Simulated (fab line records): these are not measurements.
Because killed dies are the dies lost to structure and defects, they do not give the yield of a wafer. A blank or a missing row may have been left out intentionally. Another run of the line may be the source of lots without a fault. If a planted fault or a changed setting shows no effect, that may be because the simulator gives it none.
Which tool was responsible? -- flow sky130 -- 14 lots with 42 wafers sampled at 2 steps, on a route of 708 steps

## WHAT EACH GAUGE READ, for each wafer
SKY_CAPM_THK_MEAS_04: measures by xrf. Usual: for CAPM_TIN_THK the level is 202.4 nm and the standard deviation is 2.
lot,measured,on,CAPM_TIN_THK (nm),flag
L387,day 37 02:40,film metro-01,199.3 198.7 201.0,
L388,day 37 05:23,film metro-04,204.4 201.9 204.6,
L389,day 37 19:50,film metro-01,203.6 204.3 206.8,
L390,day 38 09:59,film metro-04,201.0 203.2 201.6,
L391,day 38 10:34,film metro-01,200.8 200.5 201.1,
L392,day 38 12:50,film metro-01,198.7 199.5 198.5,
L394,day 39 05:05,film metro-01,203.7 202.7 202.6,
L395,day 39 06:14,film metro-04,203.2 201.3 204.0,
L399,day 40 11:37,film metro-03,204.4 203.9 202.4,
L402,day 41 15:45,film metro-03,201.5 202.9 203.2,
L404,day 42 10:14,film metro-03,202.0 201.8 200.8,
L406,day 42 11:23,film metro-04,204.0 201.6 203.8,
L407,day 42 18:29,film metro-01,200.5 201.6 203.0,
L408,day 43 02:05,film metro-01,204.9 202.9 202.9,

SKY_METAL3_CD_MEAS_13: target cd 300 nm. Usual: 299.6 nm for cd nm, sd 1.1.
lot,measured,on,cd nm (nm),flag
L387,day 39 05:14,cd sem-01,301.1 301.6 300.2,
L388,day 39 07:35,cd sem-01,300.7 299.2 299.0,
L389,day 39 22:02,cd sem-01,299.6 300.0 299.6,
L390,day 40 11:50,cd sem-01,299.0 298.2 298.9,
L391,day 40 12:35,cd sem-01,301.0 301.1 301.5,
L392,day 40 15:18,cd sem-02,300.1 298.7 300.1,
L394,day 41 06:05,cd sem-02,299.2 297.9 299.5,
L395,day 41 07:23,cd sem-01,299.7 300.9 300.3,
L399,day 42 12:21,cd sem-02,297.8 298.1 298.4,
L402,day 43 14:34,cd sem-01,300.0 298.1 299.0,
L404,day 44 07:17,cd sem-02,299.6 299.5 300.4,
L406,day 44 10:23,cd sem-01,300.7 300.3 299.7,
L407,day 44 16:29,cd sem-01,300.3 299.3 300.5,
L408,day 44 22:59,cd sem-01,299.1 298.6 300.3,

## EACH LOT AND THE TOOL THAT RAN IT (in order: tool; ch and the chambers of the sampled wafers; start)
The record shows no process step preceding these readings.

## WHAT THE TOOLS THEMSELVES READ (means of the sampled wafers that have a number; where no wafer has one, the mark that the record gives instead)
The record holds no such reading with a usual standard deviation.

## THE ANSWER, worked out from the rows above alone
Rule: take the mean of a lot's wafers that have a number; if it is more than 3 standard deviations from the usual mean, the lot is off. Also off: a lot with no number at a reading for which 4 or more lots have one. Any other lot the step has rows for is counted as sound. After the gauges, taken in route order, come the tools' own readings; for these a lot's mean is taken, as printed above. At the first step where some lot is off, the reading lying furthest off is the one used; lots without a number count as furthest.
None of the lots is off at any reading shown; this tells nothing.

## WHAT HAD BEEN PUT IN BY THE SIMULATOR
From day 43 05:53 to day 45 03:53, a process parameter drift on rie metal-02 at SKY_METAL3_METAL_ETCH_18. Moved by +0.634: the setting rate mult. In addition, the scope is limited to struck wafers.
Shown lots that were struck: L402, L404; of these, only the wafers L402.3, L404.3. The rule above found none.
